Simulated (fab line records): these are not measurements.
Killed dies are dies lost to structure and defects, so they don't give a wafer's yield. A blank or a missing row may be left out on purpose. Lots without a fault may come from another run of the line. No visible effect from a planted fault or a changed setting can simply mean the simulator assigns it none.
What tool caused it? || flow gf180mcu || 13 lots with 39 wafers sampled at 5 steps, on a route of 602 steps

== WHAT EACH GAUGE READ, for each wafer ==
GF_HV_LDD_TW_MEAS_23. Usual: HV_LDD_2_TW 1042, standard deviation 8.7.
{"lot": "L329", "measured": "day 10 22:19", "on": "film_metro-04", "HV_LDD_2_TW": "1027 1028 1024", "flag": ""}
{"lot": "L330", "measured": "day 11 01:34", "on": "film_metro-01", "HV_LDD_2_TW": "1054 1057 1060", "flag": ""}
{"lot": "L333", "measured": "day 12 02:27", "on": "film_metro-04", "HV_LDD_2_TW": "1038 1030 1035", "flag": ""}
{"lot": "L339", "measured": "day 14 02:31", "on": "film_metro-01", "HV_LDD_2_TW": "1052 1054 1052", "flag": ""}
{"lot": "L340", "measured": "day 14 10:30", "on": "film_metro-02", "HV_LDD_2_TW": "1045 1052 1041", "flag": ""}
{"lot": "L341", "measured": "day 14 19:24", "on": "film_metro-02", "HV_LDD_2_TW": "1044 1045 1041", "flag": ""}
{"lot": "L346", "measured": "day 16 09:59", "on": "film_metro-02", "HV_LDD_2_TW": "1051 1049 1047", "flag": ""}
{"lot": "L347", "measured": "day 16 19:10", "on": "film_metro-02", "HV_LDD_2_TW": "1051 1053 1046", "flag": ""}
{"lot": "L349", "measured": "day 17 04:34", "on": "film_metro-04", "HV_LDD_2_TW": "1037 1036 1031", "flag": ""}
{"lot": "L348", "measured": "day 17 05:57", "on": "film_metro-02", "HV_LDD_2_TW": "1057 1043 1050", "flag": ""}
{"lot": "L350", "measured": "day 17 14:04", "on": "film_metro-01", "HV_LDD_2_TW": "1063 1050 1058", "flag": ""}
{"lot": "L351", "measured": "day 18 01:08", "on": "film_metro-04", "HV_LDD_2_TW": "1039 1045 1039", "flag": ""}
{"lot": "L352", "measured": "day 18 06:50", "on": "film_metro-04", "HV_LDD_2_TW": "1042 1045 1040", "flag": ""}

GF_HV_LDD_CD_MEAS_46 targets a cd of 400 nm. Usual: 399.4 nm for cd_nm, sd 2.
{"lot": "L329", "measured": "day 12 12:00", "on": "cd_sem-01", "cd_nm (nm)": "400.0 399.9 399.0", "flag": ""}
{"lot": "L330", "measured": "day 12 14:55", "on": "cd_sem-01", "cd_nm (nm)": "402.6 400.7 402.4", "flag": ""}
{"lot": "L333", "measured": "day 13 17:41", "on": "cd_sem-01", "cd_nm (nm)": "399.6 396.8 397.3", "flag": ""}
{"lot": "L339", "measured": "day 15 21:46", "on": "cd_sem-02", "cd_nm (nm)": "398.5 397.5 397.5", "flag": ""}
{"lot": "L340", "measured": "day 16 06:58", "on": "cd_sem-02", "cd_nm (nm)": "400.3 398.0 397.4", "flag": ""}
{"lot": "L341", "measured": "day 16 14:59", "on": "cd_sem-02", "cd_nm (nm)": "398.0 397.0 398.0", "flag": ""}
{"lot": "L346", "measured": "day 18 09:20", "on": "cd_sem-02", "cd_nm (nm)": "397.2 397.5 398.9", "flag": ""}
{"lot": "L347", "measured": "day 18 17:01", "on": "cd_sem-02", "cd_nm (nm)": "398.9 400.7 400.7", "flag": ""}
{"lot": "L349", "measured": "day 19 03:44", "on": "cd_sem-02", "cd_nm (nm)": "402.0 401.8 401.4", "flag": ""}
{"lot": "L348", "measured": "day 19 05:39", "on": "cd_sem-02", "cd_nm (nm)": "397.6 399.0 398.9", "flag": ""}
{"lot": "L350", "measured": "day 19 14:36", "on": "cd_sem-02", "cd_nm (nm)": "400.7 399.5 399.8", "flag": ""}
{"lot": "L351", "measured": "day 20 01:43", "on": "cd_sem-02", "cd_nm (nm)": "396.2 397.2 396.0", "flag": ""}
{"lot": "L352", "measured": "day 20 07:57", "on": "cd_sem-01", "cd_nm (nm)": "400.4 398.8 396.8", "flag": ""}

GF_HV_LDD_THK_MEAS_55. Usual: HV_LDD_CVD_54_THK 10.02 nm, standard deviation 0.14.
{"lot": "L329", "measured": "day 12 13:43", "on": "film_metro-01", "HV_LDD_CVD_54_THK (nm)": "10.11 9.89 10.03", "flag": ""}
{"lot": "L330", "measured": "day 12 16:38", "on": "film_metro-02", "HV_LDD_CVD_54_THK (nm)": "10.01 9.94 9.88", "flag": ""}
{"lot": "L333", "measured": "day 13 19:24", "on": "film_metro-02", "HV_LDD_CVD_54_THK (nm)": "9.95 10.16 10.11", "flag": ""}
{"lot": "L339", "measured": "day 15 23:39", "on": "film_metro-01", "HV_LDD_CVD_54_THK (nm)": "7.74 7.77 7.72", "flag": "OFF"}
{"lot": "L340", "measured": "day 16 08:42", "on": "film_metro-04", "HV_LDD_CVD_54_THK (nm)": "7.73 7.74 7.85", "flag": "OFF"}
{"lot": "L341", "measured": "day 16 16:43", "on": "film_metro-02", "HV_LDD_CVD_54_THK (nm)": "9.98 10.05 10.04", "flag": ""}
{"lot": "L346", "measured": "day 18 11:37", "on": "film_metro-02", "HV_LDD_CVD_54_THK (nm)": "9.88 9.92 9.78", "flag": ""}
{"lot": "L347", "measured": "day 18 18:43", "on": "film_metro-01", "HV_LDD_CVD_54_THK (nm)": "9.95 9.94 9.76", "flag": ""}
{"lot": "L349", "measured": "day 19 05:27", "on": "film_metro-02", "HV_LDD_CVD_54_THK (nm)": "10.01 10.16 9.97", "flag": ""}
{"lot": "L348", "measured": "day 19 07:53", "on": "film_metro-02", "HV_LDD_CVD_54_THK (nm)": "10.32 10.10 10.34", "flag": ""}
{"lot": "L350", "measured": "day 19 16:52", "on": "film_metro-04", "HV_LDD_CVD_54_THK (nm)": "10.01 9.97 10.00", "flag": ""}
{"lot": "L351", "measured": "day 20 03:26", "on": "film_metro-04", "HV_LDD_CVD_54_THK (nm)": "10.11 10.04 10.08", "flag": ""}
{"lot": "L352", "measured": "day 20 09:40", "on": "film_metro-04", "HV_LDD_CVD_54_THK (nm)": "9.95 9.99 10.05", "flag": ""}

== TOOL THAT RAN EACH LOT (tool first, then ch and the chambers of the sampled wafers, then the start) ==
{"lot": "L329", "GF_POLY_GATE_ETCH_12": "rie_diel-02 ch 0,3, day 9 08:29", "GF_HV_LDD_CVD_54": "lpcvd-01 ch 1, day 12 12:41"}
{"lot": "L330", "GF_POLY_GATE_ETCH_12": "rie_diel-02 ch 0,1,3, day 9 11:44", "GF_HV_LDD_CVD_54": "lpcvd-01 ch 0, day 12 15:36"}
{"lot": "L333", "GF_POLY_GATE_ETCH_12": "rie_diel-02 ch 0,2, day 10 10:05", "GF_HV_LDD_CVD_54": "lpcvd-02 ch 1, day 13 18:22"}
{"lot": "L339", "GF_POLY_GATE_ETCH_12": "rie_diel-01 ch 1,3, day 12 08:20", "GF_HV_LDD_CVD_54": "lpcvd-02 ch 1, day 15 22:37"}
{"lot": "L340", "GF_POLY_GATE_ETCH_12": "rie_diel-01 ch 1, day 12 16:34", "GF_HV_LDD_CVD_54": "lpcvd-02 ch 1, day 16 07:41"}
{"lot": "L341", "GF_POLY_GATE_ETCH_12": "rie_diel-02 ch 0,2,3, day 13 01:46", "GF_HV_LDD_CVD_54": "lpcvd-01 ch 1, day 16 15:41"}
{"lot": "L346", "GF_POLY_GATE_ETCH_12": "rie_diel-02 ch 0,1, day 14 13:13", "GF_HV_LDD_CVD_54": "lpcvd-01 ch 1, day 18 10:34"}
{"lot": "L347", "GF_POLY_GATE_ETCH_12": "rie_diel-02 ch 0,1, day 14 21:43", "GF_HV_LDD_CVD_54": "lpcvd-01 ch 1, day 18 17:40"}
{"lot": "L349", "GF_POLY_GATE_ETCH_12": "rie_diel-03 ch 0,1,2, day 15 05:29", "GF_HV_LDD_CVD_54": "lpcvd-02 ch 0, day 19 04:25"}
{"lot": "L348", "GF_POLY_GATE_ETCH_12": "rie_diel-02 ch 1,3, day 15 05:46", "GF_HV_LDD_CVD_54": "lpcvd-02 ch 0, day 19 06:21"}
{"lot": "L350", "GF_POLY_GATE_ETCH_12": "rie_diel-03 ch 0,1,3, day 15 14:50", "GF_HV_LDD_CVD_54": "lpcvd-01 ch 1, day 19 15:17"}
{"lot": "L351", "GF_POLY_GATE_ETCH_12": "rie_diel-01 ch 0,2, day 15 23:07", "GF_HV_LDD_CVD_54": "lpcvd-01 ch 1, day 20 02:25"}
{"lot": "L352", "GF_POLY_GATE_ETCH_12": "rie_diel-02 ch 0,1, day 16 06:32", "GF_HV_LDD_CVD_54": "lpcvd-01 ch 0, day 20 08:39"}
- GF_POLY_GATE_ETCH_12: etches BARC in N2/H2.
- GF_HV_LDD_CVD_54: deposits SiO2 from TEOS, target thk 10 nm, time 75 s.

== AS READ BY THE TOOLS THEMSELVES (means over the sampled wafers that have a number; for cases with no such wafer, the mark the record gives instead) ==
GF_POLY_GATE_ETCH_12. Usual: drypump_motor_current_A 5.9 A, standard deviation 0.35; n2_flow_sccm 100.0 sccm, standard deviation 0.31; oes_product_au 0.735 a.u., standard deviation 0.0049; throttle_valve_pct 13.215 %, standard deviation 0.0083.
{"lot": "L329", "tool": "rie_diel-02", "drypump_motor_current_A (A)": 6.1, "n2_flow_sccm (sccm)": 100.0, "oes_product_au (a.u.)": 0.740, "throttle_valve_pct (%)": 13.214, "flag": ""}
{"lot": "L330", "tool": "rie_diel-02", "drypump_motor_current_A (A)": 6.0, "n2_flow_sccm (sccm)": 99.9, "oes_product_au (a.u.)": 0.735, "throttle_valve_pct (%)": 13.217, "flag": ""}
{"lot": "L333", "tool": "rie_diel-02", "drypump_motor_current_A (A)": 5.9, "n2_flow_sccm (sccm)": 100.2, "oes_product_au (a.u.)": 0.733, "throttle_valve_pct (%)": 13.208, "flag": ""}
{"lot": "L339", "tool": "rie_diel-01", "drypump_motor_current_A (A)": 6.0, "n2_flow_sccm (sccm)": 99.9, "oes_product_au (a.u.)": 0.734, "throttle_valve_pct (%)": 13.214, "flag": ""}
{"lot": "L340", "tool": "rie_diel-01", "drypump_motor_current_A (A)": 6.7, "n2_flow_sccm (sccm)": 100.1, "oes_product_au (a.u.)": 0.736, "throttle_valve_pct (%)": 13.216, "flag": ""}
{"lot": "L341", "tool": "rie_diel-02", "drypump_motor_current_A (A)": 6.0, "n2_flow_sccm (sccm)": 99.9, "oes_product_au (a.u.)": 0.735, "throttle_valve_pct (%)": 13.219, "flag": ""}
{"lot": "L346", "tool": "rie_diel-02", "drypump_motor_current_A (A)": 5.8, "n2_flow_sccm (sccm)": 100.0, "oes_product_au (a.u.)": 0.740, "throttle_valve_pct (%)": 13.225, "flag": ""}
{"lot": "L347", "tool": "rie_diel-02", "drypump_motor_current_A (A)": 5.8, "n2_flow_sccm (sccm)": 100.0, "oes_product_au (a.u.)": 0.737, "throttle_valve_pct (%)": 13.213, "flag": ""}
{"lot": "L349", "tool": "rie_diel-03", "drypump_motor_current_A (A)": 5.8, "n2_flow_sccm (sccm)": 100.2, "oes_product_au (a.u.)": 0.733, "throttle_valve_pct (%)": 13.222, "flag": ""}
{"lot": "L348", "tool": "rie_diel-02", "drypump_motor_current_A (A)": 6.0, "n2_flow_sccm (sccm)": 99.9, "oes_product_au (a.u.)": 0.738, "throttle_valve_pct (%)": 13.210, "flag": ""}
{"lot": "L350", "tool": "rie_diel-03", "drypump_motor_current_A (A)": 6.0, "n2_flow_sccm (sccm)": 100.0, "oes_product_au (a.u.)": 0.737, "throttle_valve_pct (%)": 13.210, "flag": ""}
{"lot": "L351", "tool": "rie_diel-01", "drypump_motor_current_A (A)": 5.8, "n2_flow_sccm (sccm)": 99.9, "oes_product_au (a.u.)": 0.732, "throttle_valve_pct (%)": 13.220, "flag": ""}
{"lot": "L352", "tool": "rie_diel-02", "drypump_motor_current_A (A)": 6.0, "n2_flow_sccm (sccm)": 99.9, "oes_product_au (a.u.)": 0.736, "throttle_valve_pct (%)": 13.216, "flag": ""}

GF_HV_LDD_CVD_54. Usual: 20.7 % for zone_power_top_pct, sd 1.8.
{"lot": "L329", "tool": "lpcvd-01", "zone_power_top_pct (%)": 20.6, "flag": ""}
{"lot": "L330", "tool": "lpcvd-01", "zone_power_top_pct (%)": 24.4, "flag": ""}
{"lot": "L333", "tool": "lpcvd-02", "zone_power_top_pct (%)": 21.0, "flag": ""}
{"lot": "L339", "tool": "lpcvd-02", "zone_power_top_pct (%)": 21.1, "flag": ""}
{"lot": "L340", "tool": "lpcvd-02", "zone_power_top_pct (%)": 21.0, "flag": ""}
{"lot": "L341", "tool": "lpcvd-01", "zone_power_top_pct (%)": 20.6, "flag": ""}
{"lot": "L346", "tool": "lpcvd-01", "zone_power_top_pct (%)": 20.3, "flag": ""}
{"lot": "L347", "tool": "lpcvd-01", "zone_power_top_pct (%)": 20.6, "flag": ""}
{"lot": "L349", "tool": "lpcvd-02", "zone_power_top_pct (%)": 19.1, "flag": ""}
{"lot": "L348", "tool": "lpcvd-02", "zone_power_top_pct (%)": 19.0, "flag": ""}
{"lot": "L350", "tool": "lpcvd-01", "zone_power_top_pct (%)": 20.5, "flag": ""}
{"lot": "L351", "tool": "lpcvd-01", "zone_power_top_pct (%)": 20.6, "flag": ""}
{"lot": "L352", "tool": "lpcvd-01", "zone_power_top_pct (%)": 24.1, "flag": ""}

== THE ANSWER, worked out from the rows above alone ==
Rule: take the mean of a lot's wafers that have a number; if it is more than 3 standard deviations from the usual mean, the lot is off. Also off: a lot with no number at a reading for which 4 or more lots have one. All remaining lots with rows at the step are treated as sound. First the gauges in route order, then the tools' own readings, where a lot's mean is used as printed above. The first step at which some lot is off is used, and at that step the reading that is off furthest; a lot without a number counts as furthest.
Off: L339, L340, seen at GF_HV_LDD_THK_MEAS_55 (HV_LDD_CVD_54_THK).
A tool fits if, at a process step before that reading, it ran every lot that is off, and no sound lot after the first of them. The gauges at GF_HV_LDD_THK_MEAS_55 are tried like those tools. Of those tried, none fits.

== WHAT WAS PUT IN BY THE SIMULATOR ==
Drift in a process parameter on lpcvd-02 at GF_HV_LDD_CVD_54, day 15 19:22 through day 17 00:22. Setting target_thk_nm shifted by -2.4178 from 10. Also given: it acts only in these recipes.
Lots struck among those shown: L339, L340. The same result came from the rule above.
